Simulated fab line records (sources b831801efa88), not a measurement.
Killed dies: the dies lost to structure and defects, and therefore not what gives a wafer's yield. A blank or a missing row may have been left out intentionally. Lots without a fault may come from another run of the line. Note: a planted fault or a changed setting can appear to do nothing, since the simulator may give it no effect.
What tool caused it?	flow gf180mcu	Sampling: 24 lots, 72 wafers, 4 of 602 route steps

WHAT THE GAUGES SHOWED, per wafer
GF_M2_THK_MEAS_06: measures by xrf. Usual: for M2_ALCU_THK the level is 466 nm and the standard deviation is 5.9.
lot	measured	on	M2_ALCU_THK (nm)	flag
L074	day 18 05:37	film metro-04	470 472 459	
L075	day 18 12:51	film metro-02	456 465 467	
L076	day 18 23:26	film metro-04	463 464 466	
L077	day 19 08:42	film metro-02	462 466 461	
L078	day 19 19:43	film metro-02	468 457 455	
L079	day 20 07:46	film metro-04	465 451 462	
L080	day 20 21:40	film metro-04	462 467 468	
L081	day 20 22:55	film metro-01	470 468 470	
L082	day 21 14:50	film metro-02	466 463 464	
L083	day 22 05:58	film metro-01	474 464 462	
L084	day 22 08:15	film metro-04	466 467 459	
L085	day 22 15:18	film metro-01	474 471 469	
L086	day 22 18:23	film metro-01	465 464 465	
L087	day 23 11:44	film metro-01	475 482 483	
L088	day 23 16:30	film metro-01	467 461 464	
L089	day 23 23:23	film metro-02	464 462 466	
L090	day 24 10:59	film metro-02	471 464 472	
L091	day 24 16:11	film metro-01	468 462 459	
L092	day 24 20:58	film metro-02	470 466 464	
L093	day 25 08:34	film metro-01	479 464 474	
L094	day 25 14:37	film metro-04	465 472 467	
L095	day 25 17:51	film metro-01	460 457 461	
L096	day 26 02:20	film metro-04	464 477 476	
L097	day 26 14:17	film metro-04	450 455 451	

GF_V2_THK_MEAS_25: measures by xrf. Usual: for V2_W_THK the level is 352 nm and the standard deviation is 7.9.
lot	measured	on	V2_W_THK (nm)	flag
L074	day 20 09:07	film metro-03	340 346 341	
L075	day 20 15:52	film metro-02	348 347 350	
L076	day 21 02:56	film metro-01	353 353 363	
L077	day 21 11:34	film metro-02	353 360 357	
L078	day 21 22:50	film metro-02	357 355 354	
L079	day 22 09:59	film metro-01	362 351 361	
L080	day 22 22:42	film metro-03	363 348 346	
L081	day 23 00:17	film metro-02	349 352 349	
L082	day 23 16:42	film metro-03	351 354 353	
L083	day 24 06:13	film metro-03	351 349 353	
L084	day 24 09:01	film metro-03	351 343 352	
L085	day 24 15:00	film metro-02	350 357 361	
L086	day 24 18:04	film metro-01	342 346 358	
L087	day 25 10:40	film metro-02	366 355 364	
L088	day 25 14:49	film metro-03	350 340 349	
L089	day 25 20:40	film metro-03	347 350 353	
L090	day 26 08:53	film metro-03	346 339 348	
L091	day 26 12:54	film metro-03	356 341 353	
L092	day 26 17:02	film metro-01	370 367 365	
L093	day 27 03:46	film metro-01	352 338 345	
L094	day 27 10:07	film metro-01	344 339 346	
L095	day 27 13:54	film metro-02	353 349 354	
L096	day 27 21:55	film metro-02	352 368 353	
L097	day 28 09:35	film metro-02	350 358 349	

WHAT TOOL EACH LOT RAN ON (gives the tool, then ch and the chambers of the sampled wafers, and finally the start)
lot	GF_M2_SPUTTER_00	GF_M2_STRIP_17
L074	pvd sputter-04, day 18 05:15	plasma asher-04 ch 0,1, day 19 06:27
L075	pvd sputter-04, day 18 12:31	plasma asher-04 ch 0,1, day 19 13:19
L076	pvd sputter-03, day 18 23:05	plasma asher-03 ch 0,1, day 19 23:59
L077	pvd sputter-04, day 19 08:21	plasma asher-01 ch 0,1, day 20 09:14
L078	pvd sputter-04, day 19 19:22	plasma asher-04 ch 0,1, day 20 20:17
L079	pvd sputter-04, day 20 07:25	plasma asher-03 ch 0,1, day 21 07:35
L080	pvd sputter-01, day 20 21:19	plasma asher-03 ch 0,1, day 21 21:44
L081	pvd sputter-03, day 20 22:35	plasma asher-04 ch 0,1, day 21 22:35
L082	pvd sputter-03, day 21 14:30	plasma asher-01 ch 0,1, day 22 14:42
L083	pvd sputter-01, day 22 05:37	plasma asher-03 ch 0,1, day 23 05:33
L084	pvd sputter-03, day 22 07:53	plasma asher-01 ch 0,1, day 23 07:37
L085	pvd sputter-03, day 22 14:56	plasma asher-01 ch 0,1, day 23 14:03
L086	pvd sputter-03, day 22 18:03	plasma asher-04 ch 0,1, day 23 16:57
L087	pvd sputter-04, day 23 11:23	plasma asher-04 ch 0,1, day 24 10:42
L088	pvd sputter-01, day 23 16:10	plasma asher-04 ch 0,1, day 24 14:29
L089	pvd sputter-03, day 23 23:02	plasma asher-01 ch 0,1, day 24 21:31
L090	pvd sputter-01, day 24 10:39	plasma asher-01 ch 0,1, day 25 09:19
L091	pvd sputter-04, day 24 15:50	plasma asher-04 ch 0,1, day 25 13:38
L092	pvd sputter-03, day 24 20:38	plasma asher-01 ch 0, day 25 17:42
L093	pvd sputter-01, day 25 08:14	plasma asher-01 ch 0,1, day 26 05:21
L094	pvd sputter-03, day 25 14:16	plasma asher-01 ch 0,1, day 26 11:46
L095	pvd sputter-03, day 25 17:31	plasma asher-04 ch 0,1, day 26 15:11
L096	pvd sputter-04, day 26 01:58	plasma asher-01 ch 0,1, day 26 23:20
L097	pvd sputter-04, day 26 13:56	plasma asher-03 ch 0,1, day 27 10:38
- GF_M2_SPUTTER_00: material Ti, target thk 37.5 nm, time 150 s.
- GF_M2_STRIP_17: strips in O2/N2.

WHAT THE TOOLS THEMSELVES READ (means of the sampled wafers that have a number; where no wafer has one, the mark that the record gives instead)
GF_M2_SPUTTER_00. Usual: 30.1 % for throttle valve pct, sd 0.78.
lot	tool	throttle valve pct (%)	flag
L074	pvd sputter-04	29.6	
L075	pvd sputter-04	30.5	
L076	pvd sputter-03	29.9	
L077	pvd sputter-04	29.9	
L078	pvd sputter-04	30.8	
L079	pvd sputter-04	31.5	
L080	pvd sputter-01	30.2	
L081	pvd sputter-03	29.6	
L082	pvd sputter-03	29.4	
L083	pvd sputter-01	30.4	
L084	pvd sputter-03	29.9	
L085	pvd sputter-03	29.5	
L086	pvd sputter-03	29.7	
L087	pvd sputter-04	31.3	
L088	pvd sputter-01	30.3	
L089	pvd sputter-03	30.2	
L090	pvd sputter-01	30.6	
L091	pvd sputter-04	30.3	
L092	pvd sputter-03	30.0	
L093	pvd sputter-01	30.4	
L094	pvd sputter-03	29.7	
L095	pvd sputter-03	29.6	
L096	pvd sputter-04	30.8	
L097	pvd sputter-04	29.4	

GF_M2_STRIP_17. Usual: drypump motor current A 5.8 A, standard deviation 0.53; heater power w 322 W, standard deviation 36; oes product au 0.558 a.u., standard deviation 0.0049; strip time to endpoint s 7.87 s, standard deviation 0.065.
lot	tool	drypump motor current A (A)	heater power w (W)	oes product au (a.u.)	strip time to endpoint s (s)	flag
L074	plasma asher-04	5.5	327	0.555	7.78	
L075	plasma asher-04	5.4	328	0.558	7.87	
L076	plasma asher-03	6.3	301	0.564	7.92	
L077	plasma asher-01	5.9	310	0.559	7.88	
L078	plasma asher-04	5.5	325	0.552	7.77	
L079	plasma asher-03	6.5	348	0.563	7.93	
L080	plasma asher-03	6.5	354	0.555	7.86	
L081	plasma asher-04	5.8	325	0.565	7.93	
L082	plasma asher-01	5.9	316	0.558	7.83	
L083	plasma asher-03	6.3	299	0.556	7.89	
L084	plasma asher-01	5.9	311	0.557	7.76	
L085	plasma asher-01	5.6	315	0.558	7.88	
L086	plasma asher-04	5.4	324	0.560	7.91	
L087	plasma asher-04	5.8	329	0.560	7.82	
L088	plasma asher-04	5.8	332	0.558	7.93	
L089	plasma asher-01	5.9	318	0.558	7.88	
L090	plasma asher-01	5.6	316	0.560	7.91	
L091	plasma asher-04	5.9	331	0.558	7.87	
L092	plasma asher-01	5.4	320	0.556	7.80	
L093	plasma asher-01	5.9	318	0.562	7.89	
L094	plasma asher-01	5.9	310	0.555	7.92	
L095	plasma asher-04	5.8	327	0.560	7.94	
L096	plasma asher-01	5.6	319	0.559	7.95	
L097	plasma asher-03	6.3	299	0.557	7.95	

THE ANSWER, worked out from the rows above alone
Rule: take the mean of a lot's wafers that have a number; if it is more than 3 standard deviations from the usual mean, the lot is off. A lot without any number at a reading at which 4 lots or more have one is off too. Any other lot the step has rows for is counted as sound. First the gauges in route order, then the tools' own readings, where a lot's mean is used as printed above. At the first step where some lot is off, the reading lying furthest off is the one used; lots without a number count as furthest.
No lot is off at any reading shown: from this, nothing can be told.

WHAT THE SIMULATOR PUT IN
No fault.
